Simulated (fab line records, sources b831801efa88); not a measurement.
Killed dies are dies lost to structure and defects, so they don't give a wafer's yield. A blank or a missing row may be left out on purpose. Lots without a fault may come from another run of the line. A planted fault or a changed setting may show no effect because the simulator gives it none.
Chamber matching | flow gf180mcu | GF_PASSIVATION_CVD_00 on pecvd-02: 3 sister chambers
The step deposits SiO2 from TEOS, target thk 1000 nm, time 111.95 s. 3 wafers are shown with their chamber, then 7 later ones without.

WAFERS WITH THEIR CHAMBER
wafer  | chamber | run_length_s (s)
L529.5 | 0       | 139.7
L531.2 | 1       | 139.2
L531.3 | 2       | 140.0

WAFERS WITHOUT THEIR CHAMBER
wafer  | run_length_s (s)
L531.5 | 139.5
L534.2 | 140.1
L534.3 | 139.7
L534.6 | 139.8
L544.1 | 139.8
L544.2 | 139.7
L544.4 | 139.2

WHICH CHAMBER EACH WENT THROUGH
wafer  | from the rows above     | in truth
L531.5 | can't be placed: 0 or 1 | 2
L534.2 | 2                       | 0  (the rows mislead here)
L534.3 | 0                       | 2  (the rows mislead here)
L534.6 | can't be placed: 0 or 2 | 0
L544.1 | can't be placed: 0 or 2 | 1
L544.2 | 0                       | 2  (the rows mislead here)
L544.4 | 1                       | 1
Placed correctly: 1 of 7. Can't be placed from these rows: 3 (the true chamber is among the candidates in 1). Placed wrongly: 3.
How it was worked out, from the rows above alone: a wafer's distance from a chamber is the root of the sum, over the readings, of the square of ((its reading less the chamber's mean) divided by the reading's scatter). The wafer belongs to the nearest chamber; if the next one is less than 2 further off, it can't be placed. A chamber's mean is the mean of its shown wafers. The scatter: with one shown wafer a chamber, the root of the mean of the squares of how far each hidden wafer lies from its nearest shown one.
